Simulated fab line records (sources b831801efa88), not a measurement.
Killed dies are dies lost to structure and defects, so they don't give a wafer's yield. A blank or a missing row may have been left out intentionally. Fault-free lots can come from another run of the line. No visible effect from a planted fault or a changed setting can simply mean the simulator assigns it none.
Struck lot and sound lot, side by side ; flow sky130 ; 15 out of 708 route steps
Sound: the wafers L938.1, L938.5, L938.6. Struck: wafers L952.3, L952.5, L952.6. The cause is given at the end.
For every step that has rows: the tool of each side, followed by ch and its chambers, followed by its first start. Under that, the readings that differ: sound wafers ; struck wafers ; difference of the means ; sigmas: that difference in standard deviations of wafers without a fault.
alike: same words and numbers on both sides, and readings whose means sit less than 2 such deviations apart. not compared: any withheld reading, any reading some wafer has no value for, any bound like >300 that may hide the same value, and any number with overlapping values for which the record gives no deviation.
The two part at a step that has a row with sigmas, a row that says differs or no value, or rows on one side only. Numbers that don't overlap but have no deviation are shown without sigmas and don't part them. Lack of a reading on every wafer of one side parts them only where that side has two or more wafers.

first, 1 step without rows for these wafers: SKY_LDD_LDN_DEVELOP_06 (develop time 60 s).
SKY_LDD_LDN_OVL_MEAS_07:
  sound on overlay-01 at day 25 10:05; struck on overlay-01 at day 30 10:08
  alike: LDD_LDN_OVL
then, 4 steps without rows for these wafers: SKY_LDD_LDN_IMPLANT_08; SKY_LDD_LDN_IMPLANT_09; SKY_LDD_LDN_IMPLANT_10; SKY_LDD_LDN_IMPLANT_11.
SKY_LDD_LDN_STRIP_12: strips in O2/N2.
  sound on plasma_asher-01 ch 0,1, day 25 10:43; struck on plasma_asher-04 ch 0,1, day 30 10:47
  alike: drypump_motor_current_A, oes_product_au, strip_time_to_endpoint_s
  not compared: rf_hours_counter_h
SKY_LDD_LDN_TW_MEAS_13:
  sound on film_metro-03 at day 25 10:49; struck on film_metro-01 at day 30 10:53
  alike: LDD_LDN_TW
then, 2 steps without rows for these wafers: SKY_LDD_LDN_CLEAN_14 (cleans in SC1/SC2, time 150 s); SKY_SPACER_CVD_00 (deposits Si3N4 from DCS/NH3, target thk 43.1 nm, time 740 s).
SKY_SPACER_THK_MEAS_01:
  sound on film_metro-04 at day 25 12:10; struck on film_metro-02 at day 30 12:11
reading;sound;struck;difference;sigmas
SPACER_CVD_00_THK (nm);42.5 42.3 42.3;43.0 43.3 43.2;+0.8;+2
SKY_SPACER_ETCHBACK_02: etches Si3N4 in CH3F/O2, stops on SiO2, time 46.7 s, target depth 45 nm.
  sound on rie_diel-02 ch 0,3, day 25 12:13; struck on rie_diel-04 ch 2,3, day 30 12:14
  alike: drypump_motor_current_A, oes_product_au, throttle_valve_pct
  not compared: rf_hours_counter_h
SKY_POLY_CUT_DEHYDRATE_00: time 60 s.
  sound on litho_track-03 ch 0, day 26 01:40; struck on litho_track-04 ch 0, day 31 01:17
reading;sound;struck;difference;sigmas
heater_power_total_W (W);160.31 160.37 160.26;155.65 155.78 155.48;-4.68;-39
plate_temp_C (C);200.13 199.84 199.92;195.07 195.07 195.22;-4.84;-28
then, 1 step without rows for these wafers: SKY_POLY_CUT_HMDS_01 (prime time 60 s).
-- the record jumps here: 20 days lie between the struck wafers' starts before and after (it left off in module POLY_CUT and takes up again in module PAD_OPEN, whose first step shown is number 708 of the route) --
SKY_PAD_OPEN_PROBE_99:
  sound on prober-02 at day 47 14:16; struck on prober-01 at day 50 18:02
  alike: killed_at_M0_to_M3, killed_at_M4_up, killed_at_contacts, killed_at_front_end, killed_at_other, killed_dies, killed_open, killed_short

## WHERE THEY PART
Last at SKY_POLY_CUT_DEHYDRATE_00 as far as this record goes, first at SKY_SPACER_THK_MEAS_01. Later steps at which nothing parts them and some readings are alike: SKY_PAD_OPEN_PROBE_99.

WHY: what had been put in by the simulator
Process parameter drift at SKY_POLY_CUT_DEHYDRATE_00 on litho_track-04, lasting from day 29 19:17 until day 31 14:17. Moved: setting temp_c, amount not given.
